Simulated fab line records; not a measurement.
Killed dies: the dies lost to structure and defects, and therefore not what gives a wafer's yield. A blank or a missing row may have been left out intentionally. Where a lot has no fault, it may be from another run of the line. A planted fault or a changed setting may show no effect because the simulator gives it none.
Which tool was responsible? + flow sfq_line + 21 wafers sampled from 7 lots at 1 step of a route of 325

WHAT THE GAUGES READ, wafer by wafer
SFQ_M4_RS_MEAS_924: uses a four-point probe to measure.
| lot  | measured     | on            | M4_NB_RS (ohm/sq) |
|------|--------------|---------------|-------------------|
| L357 | day 45 10:23 | film_metro-02 | 0.888 0.890 0.891 |
| L365 | day 49 04:31 | film_metro-03 | 0.893 0.889 0.895 |
| L368 | day 50 14:20 | film_metro-03 | 0.884 0.892 0.886 |
| L370 | day 51 01:04 | film_metro-04 | 0.913 0.901 0.909 |
| L373 | day 52 07:05 | film_metro-03 | 0.887 0.881 0.883 |
| L375 | day 52 18:58 | film_metro-04 | 0.900 0.887 0.899 |
| L377 | day 53 08:50 | film_metro-03 | 0.874 0.875 0.875 |

WHAT TOOL EACH LOT RAN ON (gives the tool, then ch and the chambers of the sampled wafers, and finally the start)
Record: no process step prior to these readings.

THE ANSWER, worked out from the rows above alone
Rule: usual is defined by the lots themselves. Put in order of their means at a reading, lots are off if they are a third of the lots or fewer, leave a main group of 4 or more, and stand apart from it by a gap of 3 or more times the standard deviation of the main group's means; of several such gaps the widest counts. A main group whose means are all the same, to the digits that the tables above print for the reading, isn't used. Also off: a lot with no number at a reading for which 4 or more lots have one. Any other lot the step has rows for is counted as sound.
Nothing can be told from this: no lot is off at any reading shown.

WHAT WAS PUT IN BY THE SIMULATOR
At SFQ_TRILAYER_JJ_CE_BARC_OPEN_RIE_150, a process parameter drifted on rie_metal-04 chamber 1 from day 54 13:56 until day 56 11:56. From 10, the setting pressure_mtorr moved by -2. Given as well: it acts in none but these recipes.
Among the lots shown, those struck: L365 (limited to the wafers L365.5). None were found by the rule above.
